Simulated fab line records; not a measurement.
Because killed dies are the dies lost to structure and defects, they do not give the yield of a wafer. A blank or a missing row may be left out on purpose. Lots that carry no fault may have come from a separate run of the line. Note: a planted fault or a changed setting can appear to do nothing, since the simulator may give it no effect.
The tool behind it: which one? :: flow gf180mcu :: 13 lots, 39 wafers sampled, at 4 steps of a route of 602

WHAT EACH GAUGE READ, for each wafer
GF_VT_IMPLANT_OVL_MEAS_18.
lot: L514
measured: day 6 03:46
on: overlay-01
VT_IMPLANT_01_OVL (nm): 0.4 2.0 0.6

lot: L515
measured: day 6 10:41
on: overlay-01
VT_IMPLANT_01_OVL (nm): 0.7 0.8 2.8

lot: L516
measured: day 6 17:10
on: overlay-01
VT_IMPLANT_01_OVL (nm): -1.6 -1.7 0.0

lot: L518
measured: day 7 06:23
on: overlay-02
VT_IMPLANT_01_OVL (nm): 0.5 0.2 0.3

lot: L519
measured: day 7 11:21
on: overlay-02
VT_IMPLANT_01_OVL (nm): 1.5 -1.1 0.4

lot: L522
measured: day 8 10:16
on: overlay-01
VT_IMPLANT_01_OVL (nm): 0.8 -1.9 0.0

lot: L523
measured: day 8 20:59
on: overlay-02
VT_IMPLANT_01_OVL (nm): 1.7 2.4 1.7

lot: L529
measured: day 10 09:49
on: overlay-02
VT_IMPLANT_01_OVL (nm): 0.5 1.6 1.1

lot: L530
measured: day 10 14:40
on: overlay-01
VT_IMPLANT_01_OVL (nm): 1.2 1.5 2.7

lot: L531
measured: day 10 22:07
on: overlay-01
VT_IMPLANT_01_OVL (nm): 0.2 2.4 2.5

lot: L534
measured: day 11 10:22
on: overlay-02
VT_IMPLANT_01_OVL (nm): -1.1 -0.4 -1.3

lot: L535
measured: day 12 01:54
on: overlay-02
VT_IMPLANT_01_OVL (nm): -0.4 -1.6 -2.7

lot: L537
measured: day 12 06:15
on: overlay-01
VT_IMPLANT_01_OVL (nm): -0.4 -1.9 -2.0

GF_HV_LDD_TW_MEAS_38.
lot: L514
measured: day 11 10:28
on: film_metro-04
HV_LDD_3_TW: 1436 1442 1441

lot: L515
measured: day 11 16:45
on: film_metro-04
HV_LDD_3_TW: 1445 1448 1439

lot: L516
measured: day 12 04:43
on: film_metro-02
HV_LDD_3_TW: 1445 1444 1449

lot: L518
measured: day 12 19:12
on: film_metro-04
HV_LDD_3_TW: 1552 1559 1549

lot: L519
measured: day 13 02:47
on: film_metro-04
HV_LDD_3_TW: 1558 1563 1571

lot: L522
measured: day 14 05:24
on: film_metro-02
HV_LDD_3_TW: 1541 1536 1545

lot: L523
measured: day 14 19:13
on: film_metro-02
HV_LDD_3_TW: 1436 1439 1432

lot: L529
measured: day 16 20:26
on: film_metro-03
HV_LDD_3_TW: 1460 1455 1463

lot: L530
measured: day 17 01:33
on: film_metro-03
HV_LDD_3_TW: 1454 1453 1458

lot: L531
measured: day 17 07:32
on: film_metro-03
HV_LDD_3_TW: 1455 1450 1456

lot: L534
measured: day 18 02:18
on: film_metro-03
HV_LDD_3_TW: 1452 1446 1456

lot: L535
measured: day 18 19:28
on: film_metro-04
HV_LDD_3_TW: 1451 1449 1444

lot: L537
measured: day 19 01:39
on: film_metro-03
HV_LDD_3_TW: 1449 1449 1455

GF_HV_LDD_RS_MEAS_53: uses a four-point probe to measure.
lot: L514
measured: day 12 06:36
on: film_metro-02
HV_LDD_RS (ohm/sq): 419.1 417.7 418.4

lot: L515
measured: day 12 12:26
on: film_metro-02
HV_LDD_RS (ohm/sq): 419.1 420.5 419.4

lot: L516
measured: day 13 00:56
on: film_metro-02
HV_LDD_RS (ohm/sq): 418.5 419.5 419.0

lot: L518
measured: day 13 14:34
on: film_metro-03
HV_LDD_RS (ohm/sq): 398.8 398.5 399.0

lot: L519
measured: day 13 23:04
on: film_metro-04
HV_LDD_RS (ohm/sq): 399.2 399.1 397.9

lot: L522
measured: day 15 03:05
on: film_metro-02
HV_LDD_RS (ohm/sq): 399.8 399.3 398.7

lot: L523
measured: day 15 16:31
on: film_metro-03
HV_LDD_RS (ohm/sq): 418.1 418.6 419.5

lot: L529
measured: day 17 19:55
on: film_metro-03
HV_LDD_RS (ohm/sq): 418.7 418.2 417.8

lot: L530
measured: day 18 01:23
on: film_metro-03
HV_LDD_RS (ohm/sq): 417.5 418.3 418.6

lot: L531
measured: day 18 07:23
on: film_metro-04
HV_LDD_RS (ohm/sq): 418.9 419.2 418.8

lot: L534
measured: day 19 02:20
on: film_metro-02
HV_LDD_RS (ohm/sq): 420.8 419.7 420.5

lot: L535
measured: day 19 20:08
on: film_metro-03
HV_LDD_RS (ohm/sq): 418.6 417.7 417.9

lot: L537
measured: day 20 02:11
on: film_metro-03
HV_LDD_RS (ohm/sq): 416.3 417.5 417.0

WHICH TOOL RAN EACH LOT (tool, then ch and the chambers of the sampled wafers, then the start)
lot: L514
GF_HV_LDD_IMPLANT_36: implanter-01 ch 0, day 11 10:13

lot: L515
GF_HV_LDD_IMPLANT_36: implanter-02 ch 0, day 11 16:33

lot: L516
GF_HV_LDD_IMPLANT_36: implanter-01 ch 0, day 12 04:28

lot: L518
GF_HV_LDD_IMPLANT_36: implanter-01 ch 0, day 12 18:35

lot: L519
GF_HV_LDD_IMPLANT_36: implanter-02 ch 0, day 13 02:14

lot: L522
GF_HV_LDD_IMPLANT_36: implanter-04 ch 0, day 14 04:43

lot: L523
GF_HV_LDD_IMPLANT_36: implanter-01 ch 0, day 14 19:00

lot: L529
GF_HV_LDD_IMPLANT_36: implanter-04 ch 0, day 16 20:12

lot: L530
GF_HV_LDD_IMPLANT_36: implanter-01 ch 0, day 17 01:18

lot: L531
GF_HV_LDD_IMPLANT_36: implanter-04 ch 0, day 17 07:18

lot: L534
GF_HV_LDD_IMPLANT_36: implanter-04 ch 0, day 18 02:03

lot: L535
GF_HV_LDD_IMPLANT_36: implanter-01 ch 0, day 18 19:13

lot: L537
GF_HV_LDD_IMPLANT_36: implanter-01 ch 0, day 19 01:24
- GF_HV_LDD_IMPLANT_36

AS READ BY THE TOOLS THEMSELVES (means over the sampled wafers that have a number; for cases with no such wafer, the mark the record gives instead)
The record holds no such reading with a usual standard deviation.

THE ANSWER, worked out from the rows above alone
Rule: usual is defined by the lots themselves. Put in order of their means at a reading, lots are off if they are a third of the lots or fewer, leave a main group of 4 or more, and stand apart from it by a gap of 3 or more times the standard deviation of the main group's means; of several such gaps the widest counts. A main group is skipped when, at the precision printed for the reading in the tables above, its means are all equal. Also off: a lot with no number at a reading for which 4 or more lots have one. Any other lot the step has rows for is counted as sound. The gauges are gone through in route order, then the tools' own readings, and for those a lot's mean is taken as printed above. The first step at which some lot is off is used, and at that step the reading that is off furthest; a lot without a number counts as furthest.
Off: at GF_HV_LDD_TW_MEAS_38 (HV_LDD_3_TW), L518, L519, L522. Main group: mean 1448, sd 6.9.
A tool fits if, at a process step before that reading, it ran every lot that is off, and no sound lot after the first of them. Gauges at GF_HV_LDD_TW_MEAS_38: tried the same way as those tools. Not one of the candidates tried fits.

WHAT THE SIMULATOR HAD INSERTED
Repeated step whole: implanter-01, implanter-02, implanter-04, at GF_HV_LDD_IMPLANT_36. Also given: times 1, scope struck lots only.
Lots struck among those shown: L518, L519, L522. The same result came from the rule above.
